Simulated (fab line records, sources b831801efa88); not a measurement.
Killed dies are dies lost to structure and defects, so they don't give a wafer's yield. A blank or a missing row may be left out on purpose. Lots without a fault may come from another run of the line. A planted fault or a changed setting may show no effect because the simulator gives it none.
Tool commonality check | flow gf180mcu | 12 lots, 36 wafers sampled

WHY IT WAS OPENED
At GF_V5_THK_MEAS_01 the reading V5_CVD_00_THK is flagged on 3 of 12 lots. Wafers without a fault read 301 nm, standard deviation 4.
Rule: a lot is flagged when every wafer of it that has a number lies more than 4 standard deviations from that mean, or none has a number. The other lots count as sound.

lot  | measured     | on            | V5_CVD_00_THK (nm), wafer by wafer | flag
L918 | day 26 07:06 | film_metro-01 | 298 300 302                        |
L919 | day 26 10:11 | film_metro-01 | 302 309 307                        |
L920 | day 26 23:24 | film_metro-02 | 302 305 300                        |
L922 | day 27 13:14 | film_metro-04 | 296 297 299                        |
L923 | day 27 23:55 | film_metro-04 | 257 258 253                        | FLAGGED
L926 | day 29 00:25 | film_metro-01 | 256 258 256                        | FLAGGED
L927 | day 29 09:43 | film_metro-01 | 255 255 256                        | FLAGGED
L932 | day 30 20:44 | film_metro-02 | 297 308 305                        |
L934 | day 31 12:52 | film_metro-02 | 297 302 297                        |
L938 | day 32 06:26 | film_metro-04 | 302 304 297                        |
L940 | day 32 15:20 | film_metro-02 | 304 306 302                        |
L941 | day 32 20:36 | film_metro-04 | 301 306 303                        |
The numbers of the flagged lots are 256 nm on average: -45 nm against the usual, or -11 standard deviations.

WHICH TOOL RAN EACH LOT
The record holds 3 process steps before the reading, out of a route of 602 steps. In each cell: the tool, then ch and the chambers that the sampled wafers went through, then the start.
lot  | flag    | GF_M4_METAL_ETCH_16               | GF_MIM_SPUTTER_09            | GF_V5_CVD_00
L918 |         | rie_metal-04 ch 0,1, day 23 08:30 | pvd_sputter-03, day 24 10:39 | hdpcvd-02 ch 0,2, day 26 07:04
L919 |         | rie_metal-03 ch 0,1, day 23 13:22 | pvd_sputter-03, day 24 14:55 | hdpcvd-01 ch 0,1,2, day 26 10:08
L920 |         | rie_metal-04 ch 0,1, day 24 02:51 | pvd_sputter-03, day 25 03:55 | hdpcvd-01 ch 0,1, day 26 23:22
L922 |         | rie_metal-04 ch 0,1, day 24 17:51 | pvd_sputter-03, day 25 18:27 | hdpcvd-02 ch 0,1, day 27 13:11
L923 | FLAGGED | rie_metal-01 ch 1, day 25 04:48   | pvd_sputter-04, day 26 05:32 | hdpcvd-02 ch 1,2, day 27 23:52
L926 | FLAGGED | rie_metal-01 ch 0,1, day 26 08:48 | pvd_sputter-03, day 27 07:57 | hdpcvd-02 ch 1,2, day 29 00:22
L927 | FLAGGED | rie_metal-04 ch 0,1, day 26 19:28 | pvd_sputter-04, day 27 18:20 | hdpcvd-02 ch 0,2, day 29 09:39
L932 |         | rie_metal-01 ch 0,1, day 28 07:31 | pvd_sputter-03, day 29 06:09 | hdpcvd-01 ch 0,2, day 30 20:41
L934 |         | rie_metal-03 ch 0,1, day 29 01:25 | pvd_sputter-01, day 29 23:53 | hdpcvd-01 ch 0,1,2, day 31 12:49
L938 |         | rie_metal-01 ch 0, day 29 20:56   | pvd_sputter-04, day 30 18:34 | hdpcvd-01 ch 0,1,2, day 32 06:24
L940 |         | rie_metal-03 ch 0,1, day 30 08:21 | pvd_sputter-03, day 31 05:16 | hdpcvd-02 ch 0,2, day 32 15:17
L941 |         | rie_metal-04 ch 0,1, day 30 12:40 | pvd_sputter-03, day 31 09:40 | hdpcvd-02 ch 0,2, day 32 20:33
What these steps do:
- GF_M4_METAL_ETCH_16: etches the open film in Cl2/BCl3, stops on SiO2, target depth 750.8 nm, time 125.1 s.
- GF_MIM_SPUTTER_09: material TiN, target thk 35 nm, time 29.2 s.
- GF_V5_CVD_00: deposits SiO2, target thk 300 nm, time 50 s.
- GF_V5_THK_MEAS_01

FLAGGED OVER TOTAL, TOOL BY TOOL (the gauges that took the reading come last)
step                | tool           | lots run | flagged | share of the flagged lots | sound lots run after its first flagged lot
GF_M4_METAL_ETCH_16 | rie_metal-01   | 4        | 2       | some                      | 2 (L932,L938)
GF_M4_METAL_ETCH_16 | rie_metal-03   | 3        | 0       | none                      | -
GF_M4_METAL_ETCH_16 | rie_metal-04   | 5        | 1       | some                      | 1 (L941)
GF_MIM_SPUTTER_09   | pvd_sputter-01 | 1        | 0       | none                      | -
GF_MIM_SPUTTER_09   | pvd_sputter-03 | 8        | 1       | some                      | 3 (L932,L940,L941)
GF_MIM_SPUTTER_09   | pvd_sputter-04 | 3        | 2       | some                      | 1 (L938)
GF_V5_CVD_00        | hdpcvd-01      | 5        | 0       | none                      | -
GF_V5_CVD_00        | hdpcvd-02      | 7        | 3       | all                       | 2 (L940,L941)
GF_V5_THK_MEAS_01   | film_metro-01  | 4        | 2       | some                      | 0
GF_V5_THK_MEAS_01   | film_metro-02  | 4        | 0       | none                      | -
GF_V5_THK_MEAS_01   | film_metro-04  | 4        | 1       | some                      | 2 (L938,L941)

WHAT THE TABLE ALLOWS
1 row of the table ran every flagged lot: hdpcvd-02 at GF_V5_CVD_00.
- hdpcvd-02 at GF_V5_CVD_00: 3 of its 7 lots flagged. Sound lots ran on it after the first flagged one (L940, L941), which a lasting fault on the whole tool wouldn't allow. Its own readings lie more than 4 standard deviations out on every wafer of the flagged lots: sih4_flow_sccm.
No row of the table ran every flagged lot and no sound lot after the first.

WHAT THE SIMULATOR HAD PUT IN
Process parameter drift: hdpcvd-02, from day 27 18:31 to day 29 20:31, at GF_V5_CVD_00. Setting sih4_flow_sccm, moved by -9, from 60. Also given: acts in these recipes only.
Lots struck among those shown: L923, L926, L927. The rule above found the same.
